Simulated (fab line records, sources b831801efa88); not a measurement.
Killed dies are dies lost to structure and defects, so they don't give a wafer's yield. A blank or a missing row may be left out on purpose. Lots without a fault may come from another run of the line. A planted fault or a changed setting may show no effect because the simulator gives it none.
A struck lot beside a sound one | flow sky130 | 23 steps out of a route of 708
Sound: wafers L170.2, L170.3, L170.6. Struck: wafers L186.2, L186.3, L186.5. The cause comes at the end.
At each step with rows: each side's tool, then ch and its chambers, then its first start. Under that, the readings that differ: sound wafers | struck wafers | difference of the means | sigmas: that difference in standard deviations of wafers without a fault.
alike: readings whose means differ by less than 2 such deviations, and words and numbers that are the same on both sides. not compared: withheld readings, readings that some wafer has no value for, bounds like >300 that may hide the same value, and numbers for which the record gives no deviation and whose values overlap.
The two part at a step that has a row with sigmas, a row that says differs or no value, or rows on one side only. Numbers that don't overlap but have no deviation are shown without sigmas and don't part them. A reading that every wafer of one side lacks parts them only if that side has two wafers or more.

first, 5 steps without rows for these wafers: SKY_POLY_CUT_COAT_03 (resist thk 450 nm); SKY_POLY_CUT_SOFTBAKE_04 (time 90 s); SKY_POLY_CUT_EXPOSE_05 (exposes mask NPCM, target cd 270 nm); SKY_POLY_CUT_PEB_06; SKY_POLY_CUT_DEVELOP_07 (develop time 60 s).
SKY_POLY_CUT_CD_MEAS_08: target cd 270 nm.
  sound on cd_sem-01, day 24 19:31; struck on cd_sem-02, day 30 06:07
  alike: cd_nm
SKY_POLY_CUT_OVL_MEAS_09:
  sound on overlay-02, day 24 19:37; struck on overlay-02, day 30 06:13
  alike: POLY_CUT_OVL
SKY_POLY_CUT_ETCH_10: etches BARC in N2/H2, stops on SiO2, time 45.9 s, target depth 60 nm.
  sound on rie_diel-03 ch 0,1, day 24 19:39; struck on rie_diel-03 ch 1,2, day 30 06:15
  alike: drypump_motor_current_A, oes_product_au, rf_fwd_power_W, throttle_valve_pct
  not compared: rf_hours_counter_h
SKY_POLY_CUT_ETCH_11: etches Si3N4 in CF4/CH2F2/Ar, stops on poly-Si, time 42.5 s, target depth 60 nm.
  sound on rie_diel-03 ch 0,1, day 24 19:41; struck on rie_diel-03 ch 1,2, day 30 06:17
  alike: drypump_motor_current_A, oes_product_au, rf_fwd_power_W, throttle_valve_pct
  not compared: rf_hours_counter_h
SKY_POLY_CUT_STRIP_12: strips in O2/N2.
  sound on plasma_asher-04 ch 0,1, day 24 19:44; struck on plasma_asher-04 ch 0,1, day 30 06:20
  reading                      | sound             | struck            | difference | sigmas
  strip_time_to_endpoint_s (s) | 5.379 5.355 5.377 | 5.344 5.323 5.317 | -0.042     | -2
  alike: drypump_motor_current_A, oes_product_au
  not compared: rf_hours_counter_h
then, 2 steps without rows for these wafers: SKY_SD_P_DEHYDRATE_00 (time 60 s); SKY_SD_P_HMDS_01 (prime time 60 s).
SKY_SD_P_COAT_02: resist thk 1140 nm.
  sound on litho_track-03 ch 0, day 25 10:03; struck on litho_track-01 ch 0, day 30 19:27
  reading                                   | sound          | struck            | difference | sigmas
  model.NOVOLAK_of_SD_P_COAT_02.thk_nm (nm) | 1138 1137 1137 | 476.3 477.1 477.2 | -660.5     |
  alike: dispense_pressure_kPa
then, 3 steps without rows for these wafers: SKY_SD_P_SOFTBAKE_03 (time 60 s); SKY_SD_P_EXPOSE_04 (exposes mask PSDM, target cd 380 nm); SKY_SD_P_PEB_05.
SKY_SD_P_DEVELOP_06: develop time 60 s.
  sound on litho_track-04 ch 0, day 26 00:34; struck on litho_track-04 ch 0, day 31 09:16
  reading                                   | sound          | struck            | difference | sigmas
  model.NOVOLAK_of_SD_P_COAT_02.thk_nm (nm) | 1138 1137 1136 | 475.9 476.6 476.8 | -660.6     |
SKY_SD_P_CD_MEAS_07: target cd 380 nm.
  sound on cd_sem-01, day 26 00:43; struck on cd_sem-02, day 31 09:25
  reading    | sound             | struck            | difference | sigmas
  cd_nm (nm) | 376.9 376.1 376.5 | 470.5 472.1 468.5 | +93.9      | +39
SKY_SD_P_OVL_MEAS_08:
  sound on overlay-01, day 26 00:49; struck on overlay-01, day 31 09:31
  alike: SD_P_OVL
then, 1 step without rows for these wafers: SKY_SD_P_IMPLANT_09.
SKY_SD_P_STRIP_10: strips in O2/N2.
  sound on plasma_asher-01 ch 0,1, day 26 01:00; struck on plasma_asher-02 ch 0,1, day 31 09:42
  reading                      | sound             | struck            | difference | sigmas
  oes_product_au (a.u.)        | 0.611 0.624 0.622 | 0.489 0.495 0.488 | -0.128     | -27
  strip_time_to_endpoint_s (s) | 17.46 17.46 17.46 | 9.82 9.82 9.83    | -7.64      | -99 or more
  alike: drypump_motor_current_A
  not compared: rf_hours_counter_h
SKY_SD_P_TW_MEAS_11:
  sound on film_metro-04, day 26 01:07; struck on film_metro-04, day 31 09:49
  alike: SD_P_TW
then, 1 step without rows for these wafers: SKY_PAD_OPEN_PROBE_99.

WHERE THEY PART
First at SKY_POLY_CUT_STRIP_12; last, within this record, at SKY_SD_P_STRIP_10. Later steps at which nothing parts them and some readings are alike: SKY_SD_P_TW_MEAS_11.

WHY: what the simulator had put in
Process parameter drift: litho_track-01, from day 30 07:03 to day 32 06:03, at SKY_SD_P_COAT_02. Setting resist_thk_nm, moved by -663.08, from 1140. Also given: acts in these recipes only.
